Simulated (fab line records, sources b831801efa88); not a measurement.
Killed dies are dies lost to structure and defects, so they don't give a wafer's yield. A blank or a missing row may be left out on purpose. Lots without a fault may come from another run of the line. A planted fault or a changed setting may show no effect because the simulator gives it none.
fab line records | flow sky130
record lots=7 wafers=21 last_day=50
route steps=708 shown LDD_HVN@275 LDD_HVP@278 LDD_LDN@289
lots that met no fault: from a run of the same line without faults
start_h: hours from the record's first day to the start of the lot's first wafer shown | wait_h: hours since the lot's step before | " the same as in the row above | L1.1+2: a row that stands for several wafers | - no value, or no start given | * or withheld: withheld | < > ~ a bound
route shown NAME@n: a module of which the file shows steps, and the number in the route of the first | usual: mean/standard deviation of fault-free wafers | same: alike in all rows | chamber/n: place in a boat | sites: the reading at each site | _std_site: their standard deviation | _edge_site: outer sites' mean less inner sites' | radius_mm: how far each site lies from the wafer's centre | mask NAME#n: copy n | behind: the tool/chamber that last shaped the wafer | hold: why the lot was held/for how many hours/how that ended | device: the transistor (n, p or np) that didn't switch | end of line: the same wafers' tests at the end of the route | a step without rows: its recipe alone | killed: dies lost to structure and defects at the first sort, not the wafer's yield | map: a wafer's dies, x killed, . not, _ none there
set.NAME: the setting as run; set.NAME@STEP: as run at that earlier step | model.NAME: the simulator's own value behind a step, which no gauge read
lots at some steps of the route; a table a step, a row a wafer
services: from which hour (start_h, from the record's first day; less than 0 if before it) a tool's chamber was out of use, for how many hours, and why
## steps
# step SKY_LDD_HVN_IMPLANT_08
# recipe species=P energy_kev=59.4 dose_cm2=3e+13 tilt_deg=40
# step SKY_LDD_HVN_STRIP_09
# recipe chemistry=O2/N2 power_w=1400 pressure_mtorr=1500 platen_temp_c=withheld o2_flow_sccm=3000 n2_flow_sccm=300 overash_fraction=0.5
# usual chamber_pressure_mTorr=1500.1/1.4 drypump_motor_current_A=5.68/0.28 oes_product_au=0.409/0.0044 strip_time_to_endpoint_s=4.140/0.014
# columns lot.wafer tool chamber start_h wait_h chamber_pressure_mTorr drypump_motor_current_A oes_product_au rf_hours_counter_h strip_time_to_endpoint_s
L117.1 plasma_asher-04 0 483.31 0.1 1500.8 5.50 0.418 5 4.129
L117.3 " 0 " " 1501.6 5.54 0.408 - 4.125
L117.6 " 0 " " 1499.5 5.53 0.411 - 4.155
L123.3 plasma_asher-04 1 530.10 0.1 1500.3 5.27 0.411 - 4.126
L123.5 " 0 " " 1498.4 5.50 0.408 - 4.128
L123.6 " 1 " " 1498.5 5.29 0.409 - 4.135
L124.1 plasma_asher-03 1 552.06 0.1 1500.1 5.74 0.407 71 4.142
L124.2 " 0 " " 1498.6 5.89 0.406 71 4.163
L124.4 " 0 " " 1498.6 5.87 0.411 - 4.145
L125.1 plasma_asher-04 1 553.47 0.1 1499.7 5.29 0.412 12 4.161
L125.4 " 1 " " 1500.1 5.29 0.412 - 4.137
L125.5 " 0 " " 1499.9 5.52 0.416 - 4.131
L126.2 plasma_asher-03 1 560.91 0.1 1500.8 5.83 0.412 72 4.112
L126.3 " 0 " " 1500.2 5.90 0.407 - 4.141
L126.4 " 1 " " 1502.2 5.78 0.409 - 4.133
L134.2 plasma_asher-02 0 644.27 0.1 1501.0 6.04 0.407 52 4.151
L134.3 " 0 " " 1501.9 6.00 0.413 - 4.130
L134.5 " 0 " " 1500.9 6.01 0.408 - 4.121
L138.2 plasma_asher-04 0 656.77 0.1 1500.6 5.53 0.413 23 4.153
L138.4 " 0 " " 1499.6 5.52 0.408 - 4.142
L138.5 " 1 " " 1500.7 5.27 0.401 - 4.139
# step SKY_LDD_HVN_TW_MEAS_10
# usual LDD_HVN_TW=1426/18
# columns lot.wafer tool chamber start_h wait_h LDD_HVN_TW
L117.1 film_metro-04 - 483.41 0.1 1427
L117.3 " - " " 1415
L117.6 " - " " 1423
L123.3 film_metro-03 - 530.19 0.1 1424
L123.5 " - " " 1412
L123.6 " - " " 1422
L124.1 film_metro-03 - 552.16 0.1 1423
L124.2 " - " " 1430
L124.4 " - " " 1423
L125.1 film_metro-02 - 553.57 0.1 1458
L125.4 " - " " 1460
L125.5 " - " " 1452
L126.2 film_metro-03 - 561.02 0.1 1420
L126.3 " - " " 1415
L126.4 " - " " 1428
L134.2 film_metro-04 - 644.38 0.1 1413
L134.3 " - " " 1418
L134.5 " - " " 1417
L138.2 film_metro-03 - 656.88 0.1 1410
L138.4 " - " " 1409
L138.5 " - " " 1403
# step SKY_LDD_HVP_DEHYDRATE_00
# recipe temp_c=200 time_s=60
# step SKY_LDD_HVP_HMDS_01
# recipe prime_time_s=60 prime_temp_c=120
# step SKY_LDD_HVP_COAT_02
# recipe resist=NOVOLAK spin_rpm=3000 resist_thk_nm=300
# step SKY_LDD_HVP_SOFTBAKE_03
# recipe temp_c=90 time_s=60 resist=NOVOLAK
# step SKY_LDD_HVP_EXPOSE_04
# recipe mask_id=HVPTM na=0.6 source_shape=conventional sigma_outer=0.6 polarization=unpolarized target_cd_nm=700 dose_mj=86
# step SKY_LDD_HVP_PEB_05
# recipe temp_c=withheld time_s=* resist=NOVOLAK
# step SKY_LDD_HVP_DEVELOP_06
# recipe resist=NOVOLAK developer=TMAH develop_time_s=60 dev_temp_c=23
# step SKY_LDD_HVP_OVL_MEAS_07
# usual LDD_HVP_OVL=-0.7/1.2
# columns lot.wafer tool chamber start_h wait_h LDD_HVP_OVL[nm]
L117.1 overlay-02 - 514.42 0.1 -1.8
L117.3 " - " " -1.5
L117.6 " - " " -3.5
L123.3 overlay-02 - 558.64 0.1 -1.6
L123.5 " - " " -1.1
L123.6 " - " " -1.2
L124.1 overlay-02 - 581.38 0.1 -2.3
L124.2 " - " " -0.6
L124.4 " - " " -0.1
L125.1 overlay-01 - 582.32 0.1 -0.6
L125.4 " - " " 0.1
L125.5 " - " " 0.9
L126.2 overlay-02 - 590.58 0.1 -0.4
L126.3 " - " " -1.1
L126.4 " - " " -1.4
L134.2 overlay-02 - 672.57 0.1 -0.9
L134.3 " - " " -1.9
L134.5 " - " " -1.7
L138.2 overlay-01 - 684.58 0.1 0.0
L138.4 " - " " -1.1
L138.5 " - " " 0.4
# step SKY_LDD_HVP_IMPLANT_08
# recipe species=B energy_kev=20 dose_cm2=1.7e+13 tilt_deg=17.9
# step SKY_LDD_HVP_STRIP_09
# recipe chemistry=O2/N2 power_w=1400 pressure_mtorr=1500 platen_temp_c=withheld o2_flow_sccm=3000 n2_flow_sccm=300 overash_fraction=0.5
# usual chamber_pressure_mTorr=1499.9/1.4 drypump_motor_current_A=5.57/0.3 oes_product_au=0.408/0.0045 strip_time_to_endpoint_s=4.135/0.014
# columns lot.wafer tool chamber start_h wait_h chamber_pressure_mTorr drypump_motor_current_A oes_product_au rf_hours_counter_h strip_time_to_endpoint_s model.NOVOLAK_of_LDD_HVP_COAT_02.thk_nm
L117.1 plasma_asher-01 1 514.61 0.1 1497.5 4.86 0.413 83 4.136 0
L117.3 " 1 " " 1500.5 4.86 0.414 - 4.131 0
L117.6 " 1 " " 1500.5 4.85 0.411 - 4.153 0
L123.3 plasma_asher-04 0 558.85 0.1 1502.0 5.54 0.411 - 4.134 0
L123.5 " 1 " " 1498.4 5.25 0.405 - 4.138 0
L123.6 " 0 " " 1499.8 5.55 0.405 - 4.137 0
L124.1 plasma_asher-01 1 581.57 0.1 - - - - - 298.4
L124.2 " 0 " " - - - - - 299.7
L124.4 " 1 " " - - - - - 298.8
L125.1 plasma_asher-03 0 582.51 0.1 - - - - - 298.5
L125.4 " 1 " " - - - - - 299.6
L125.5 " 0 " " - - - - - 299.4
L126.2 plasma_asher-01 1 590.76 0.1 - - - - - 300.3
L126.3 " 1 " " - - - - - 299.6
L126.4 " 0 " " - - - - - 300
L134.2 plasma_asher-04 1 672.89 0.2 1500.5 5.24 0.405 25 4.147 0
L134.3 " 0 " " 1499.1 5.55 0.414 - 4.152 0
L134.5 " 1 " " 1501.3 5.24 0.410 - 4.151 0
L138.2 plasma_asher-04 1 684.76 0.1 1499.1 5.27 0.404 27 4.123 0
L138.4 " 1 " " 1498.6 5.27 0.411 - 4.138 0
L138.5 " 0 " " 1498.7 5.55 0.409 - 4.124 0
# step SKY_LDD_HVP_TW_MEAS_10
# usual LDD_HVP_TW=457/5.2
# columns lot.wafer tool chamber start_h wait_h LDD_HVP_TW
L117.1 film_metro-04 - 514.71 0.1 449
L117.3 " - " " 449
L117.6 " - " " 450
L123.3 film_metro-02 - 558.94 0.1 466
L123.5 " - " " 463
L123.6 " - " " 464
L124.1 film_metro-04 - 581.67 0.1 453
L124.2 " - " " 452
L124.4 " - " " 453
L125.1 film_metro-02 - 582.61 0.1 465
L125.4 " - " " 462
L125.5 " - " " 462
L126.2 film_metro-02 - 590.87 0.1 461
L126.3 " - " " 464
L126.4 " - " " 463
L134.2 film_metro-02 - 673.00 0.1 465
L134.3 " - " " 467
L134.5 " - " " 465
L138.2 film_metro-02 - 684.87 0.1 466
L138.4 " - " " 465
L138.5 " - " " 467
# step SKY_LDD_LDN_DEHYDRATE_00
# recipe temp_c=200 time_s=60
# step SKY_LDD_LDN_HMDS_01
# recipe prime_time_s=60 prime_temp_c=120
# step SKY_LDD_LDN_COAT_02
# recipe resist=NOVOLAK spin_rpm=3000 resist_thk_nm=1140
# step SKY_LDD_LDN_SOFTBAKE_03
# recipe temp_c=90 time_s=60 resist=NOVOLAK
# step SKY_LDD_LDN_EXPOSE_04
# recipe mask_id=LDNTM na=0.6 source_shape=conventional sigma_outer=0.6 polarization=unpolarized target_cd_nm=700 dose_mj=140
# step SKY_LDD_LDN_PEB_05
# recipe temp_c=withheld time_s=* resist=NOVOLAK
# step SKY_LDD_LDN_DEVELOP_06
# recipe resist=NOVOLAK developer=TMAH develop_time_s=60 dev_temp_c=23
# step SKY_LDD_LDN_OVL_MEAS_07
# usual LDD_LDN_OVL=0.5/1.4
# columns lot.wafer tool chamber start_h wait_h LDD_LDN_OVL[nm]
L117.1 overlay-01 - 544.13 0.1 3.1
L117.3 " - " " 3.3
L117.6 " - " " 2.3
L123.3 overlay-02 - 587.24 0.1 0.2
L123.5 " - " " -1.3
L123.6 " - " " -1.0
L124.1 overlay-01 - 610.76 0.1 -0.9
L124.2 " - " " -1.3
L124.4 " - " " 0.2
L125.1 overlay-01 - 611.43 0.1 2.3
L125.4 " - " " 2.5
L125.5 " - " " 2.3
L126.2 overlay-01 - 618.69 0.1 -0.5
L126.3 " - " " 1.8
L126.4 " - " " -2.3
L134.2 overlay-01 - 700.02 0.1 -0.2
L134.3 " - " " -0.8
L134.5 " - " " -0.7
L138.2 overlay-01 - 710.52 0.1 1.4
L138.4 " - " " 0.9
L138.5 " - " " 1.2
# step SKY_LDD_LDN_IMPLANT_08
# recipe species=As energy_kev=15 dose_cm2=1.25e+13 tilt_deg=withheld rotation_deg=23
# step SKY_LDD_LDN_IMPLANT_09
# recipe species=As energy_kev=15 dose_cm2=1.25e+13 tilt_deg=withheld rotation_deg=113
# step SKY_LDD_LDN_IMPLANT_10
# recipe species=As energy_kev=15.08 dose_cm2=1.25e+13 tilt_deg=withheld rotation_deg=203
# step SKY_LDD_LDN_IMPLANT_11
# recipe species=As energy_kev=15 dose_cm2=1.25e+13 tilt_deg=withheld rotation_deg=293
# step SKY_LDD_LDN_STRIP_12
# recipe chemistry=O2/N2 power_w=1400 pressure_mtorr=1500 platen_temp_c=withheld o2_flow_sccm=3000 n2_flow_sccm=300 overash_fraction=0.5
# usual chamber_pressure_mTorr=1500.2/1.4 drypump_motor_current_A=5.7/0.39 oes_product_au=0.716/0.0045 strip_time_to_endpoint_s=14.19/0.043
# columns lot.wafer tool chamber start_h wait_h chamber_pressure_mTorr drypump_motor_current_A oes_product_au rf_hours_counter_h strip_time_to_endpoint_s
L117.1 plasma_asher-02 1 544.77 0.1 1498.7 6.0 0.717 42 14.21
L117.3 " 1 " " 1499.2 6.0 0.715 - 14.22
L117.6 " 0 " " 1500.6 6.0 0.713 - 14.21
L123.3 plasma_asher-04 0 587.90 0.1 1499.1 5.5 0.712 - 14.21
L123.5 " 0 " " 1499.3 5.6 0.712 - 14.18
L123.6 " 1 " " 1498.4 5.3 0.711 - 14.17
L124.1 plasma_asher-04 0 611.40 0.1 1499.7 5.5 0.710 17 18.76
L124.2 " 1 " " 1500.3 5.3 0.713 17 18.70
L124.4 " 1 " " 1500.4 5.3 0.711 - 18.73
L125.1 plasma_asher-02 1 612.07 0.1 1499.7 6.0 0.715 48 18.74
L125.4 " 1 " " 1501.2 6.0 0.721 - 18.73
L125.5 " 1 " " 1498.4 6.0 0.716 - 18.70
L126.2 plasma_asher-02 1 619.32 0.1 1501.1 6.0 0.711 49 18.86
L126.3 " 0 " " 1500.8 6.0 0.717 - 18.84
L126.4 " 1 " " 1501.2 6.1 0.714 - 18.81
L134.2 plasma_asher-01 0 700.65 0.1 1501.6 5.6 0.721 99 14.19
L134.3 " 1 " " 1502.0 4.9 0.719 - 14.18
L134.5 " 1 " " 1501.5 4.9 0.717 - 14.21
L138.2 plasma_asher-04 1 711.15 0.1 1500.3 5.3 0.715 29 14.26
L138.4 " 0 " " 1500.6 5.5 0.722 - 14.28
L138.5 " 1 " " 1500.0 5.3 0.714 - 14.28
# step SKY_LDD_LDN_TW_MEAS_13
# usual LDD_LDN_TW=1481/21
# columns lot.wafer tool chamber start_h wait_h LDD_LDN_TW
L117.1 film_metro-02 - 544.87 0.1 1488
L117.3 " - " " 1497
L117.6 " - " " 1501
L123.3 film_metro-02 - 587.99 0.1 1498
L123.5 " - " " 1497
L123.6 " - " " 1500
L124.1 film_metro-02 - 611.50 0.1 31
L124.2 " - " " 31
L124.4 " - " " 30
L125.1 film_metro-01 - 612.17 0.1 30
L125.4 " - " " 30
L125.5 " - " " 30
L126.2 film_metro-01 - 619.43 0.1 30
L126.3 " - " " 30
L126.4 " - " " 30
L134.2 film_metro-02 - 700.76 0.1 1513
L134.3 " - " " 1510
L134.5 " - " " 1498
L138.2 film_metro-02 - 711.26 0.1 1504
L138.4 " - " " 1502
L138.5 " - " " 1503
# step SKY_LDD_LDN_CLEAN_14
# recipe chemistry=SC1/SC2 mix=1:4:20 temp_c=70 time_s=150 dry=n2_spin
## services
# columns tool chamber start_h hours kind
plasma_asher-02 - 493.98 0.4 repair
plasma_asher-03 - 538.81 2.8 pm
plasma_asher-04 - 548.52 2.8 pm
plasma_asher-04 - 559.69 0.7 repair
plasma_asher-01 - 565.99 4.1 repair
plasma_asher-03 - 613.69 2.4 repair
plasma_asher-01 - 619.54 17.0 repair
plasma_asher-02 - 638.71 1.4 repair
plasma_asher-03 - 661.32 14.6 pm
plasma_asher-01 - 671.62 9.3 pm
## key
first_sign step=SKY_LDD_HVP_STRIP_09 reading=tool_record direction=missing
effect step=SKY_LDD_LDN_STRIP_12 reading=strip_time_to_endpoint_s direction=up sigmas=99+ usual=* struck=*
effect step=SKY_LDD_LDN_TW_MEAS_13 reading=LDD_LDN_TW direction=down sigmas=68 usual=1481 struck=30
model_effect step=SKY_LDD_HVP_STRIP_09 value=NOVOLAK_of_LDD_HVP_COAT_02.thk_nm without=0 struck=299.4
met_at SKY_LDD_HVP_STRIP_09
struck_wafers L124.1,L124.2,L124.4,L125.1,L125.4,L125.5,L126.2,L126.3,L126.4
sort_left_out L124.1,L124.2,L124.4,L125.1,L125.4,L125.5,L126.2,L126.3,L126.4
tester_left_out L124,L125,L126
onset_between 514.61 581.57
fault kind=skipped_step_whole tool=plasma_asher-01,plasma_asher-03 chamber=- onset_h=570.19 steps=SKY_LDD_HVP_STRIP_09 scope=struck_lots_only
# tester_left_out: of these lots the tester's yield and bins aren't shown, on N5 and GAA mostly nor the transistor test; their killed dies are dies lost to structure and defects alone, not to doping, threshold or leakage, so they don't give the yield
# sort_left_out: the simulated sort isn't trusted on such a fault, so these wafers' sort isn't shown, and their yield isn't known
